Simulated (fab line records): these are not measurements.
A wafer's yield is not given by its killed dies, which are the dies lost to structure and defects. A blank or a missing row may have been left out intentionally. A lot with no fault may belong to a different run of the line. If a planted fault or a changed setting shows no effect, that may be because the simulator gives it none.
Split-lot experiment -- flow sky130 -- on a route of 708 steps: 5 lots, 23 wafers read

SPLIT DETAILS
At SKY_RES_PROTECT_COAT_02 (resist thk 1140 nm), the setting resistThkNm was moved away from the recipe's 1140 nm on 9 of the 23 wafers read, by -5.5% to +5.4%. For the rest of the wafers, this setting stayed at what the recipe calls for.

The reading is taken at the split's own step.

THE READING
NOVOLAK_of_RES_PROTECT_COAT_02.thkNm (the simulator's own value, which no gauge read), in nm, at SKY_RES_PROTECT_COAT_02 (resist thk 1140 nm). The file gives no usual value for it. The 14 wafers here that ran the recipe average 1140 nm, standard deviation 3.4 nm.

wafer,"tool, chamber at the split","resistThkNm as run, nm",against the recipe,"NOVOLAK_of_RES_PROTECT_COAT_02.thkNm, nm",against lot-mates on the recipe
L075.1,"lithoTrack-02, 0",1140,recipe,1136,-
L075.2,"lithoTrack-02, 0",1079,-5.4%,1074,-63
L075.3,"lithoTrack-02, 0",1140,recipe,1137,-
L075.4,"lithoTrack-02, 0",1140,recipe,1139,-
L075.6,"lithoTrack-02, 0",1079,-5.4%,1073,-64
L078.1,"lithoTrack-01, 0",1201,+5.4%,1204,+62
L078.5,"lithoTrack-01, 0",1201,+5.4%,1204,+62
L078.3,"lithoTrack-01, 0",1140,recipe,1141,-
L078.4,"lithoTrack-01, 0",1140,recipe,1143,-
L078.6,"lithoTrack-01, 0",1140,recipe,1142,-
L079.1,"lithoTrack-01, 0",1140,recipe,1143,-
L079.2,"lithoTrack-01, 0",1077,-5.5%,1080,-64
L079.3,"lithoTrack-01, 0",1077,-5.5%,1083,-62
L079.4,"lithoTrack-01, 0",1077,-5.5%,1083,-62
L079.5,"lithoTrack-01, 0",1140,recipe,1146,-
L080.1,"lithoTrack-02, 0",1140,recipe,1140,-
L080.4,"lithoTrack-02, 0",1140,recipe,1145,-
L080.5,"lithoTrack-02, 0",1140,recipe,1141,-
L081.1,"lithoTrack-03, 0",1140,recipe,1135,-
L081.5,"lithoTrack-03, 0",1140,recipe,1135,-
L081.2,"lithoTrack-03, 0",1179,+3.4%,1179,+42
L081.4,"lithoTrack-03, 0",1140,recipe,1141,-
L081.6,"lithoTrack-03, 0",1179,+3.4%,1174,+37

FIT RESULTS
A straight line over all 23 wafers: NOVOLAK_of_RES_PROTECT_COAT_02.thkNm changes by +11.4 nm for each +1% of resistThkNm; r = +0.99; the points scatter about the line by 4 nm.
The same after taking each lot's own level away (the mean of its wafers on the recipe; 23 wafers): +11.6 nm for each +1%; r = +1.00; scatter 2 nm.
That fit puts the effect of the largest move of resistThkNm on the reading at 64 nm.
The span of the lots' own levels, 1137.0 to 1144.5 nm, comes to 2.2 times the standard deviation stated above.
The two slopes agree, so the slope changes little with the lot-to-lot level.
Check: -63.7 nm against its lot-mates is what the line predicts for one of the wafers moved furthest among these (-5.5%) when that wafer is left out of the fit. Against them it came out at -64.5 nm.

OTHER SPLITS ON THESE WAFERS
Before the reading, these wafers also passed through other splits. Each is held against what the fit with the lots' levels taken away leaves over:
other split on the same wafers,wafers away from the commonest value,r with NOVOLAK_of_RES_PROTECT_COAT_02.thkNm (lot level and that fit taken away)
SKY_GATE_OXIDE_IMPLANT_11 doseCm2,9,-0.06

THE WHOLE CHAIN: every reading that the file lists as answering this split, in the file's order
step,what it does,reading,change (the file's fit),r (the file's)
SKY_RES_PROTECT_COAT_02,resist thk 1140 nm,"NOVOLAK_of_RES_PROTECT_COAT_02.thkNm (the simulator's own value, which no gauge read)",+11.5 nm for each +1% of the setting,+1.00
SKY_RES_PROTECT_STRIP_07,strips in O2/N2,stripTimeToEndpointS,withheld for each +1% of the setting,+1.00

THE FILE'S OWN FIT
NOVOLAK_of_RES_PROTECT_COAT_02.thkNm changes by +11.5 nm for each +1% of resistThkNm, r = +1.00.
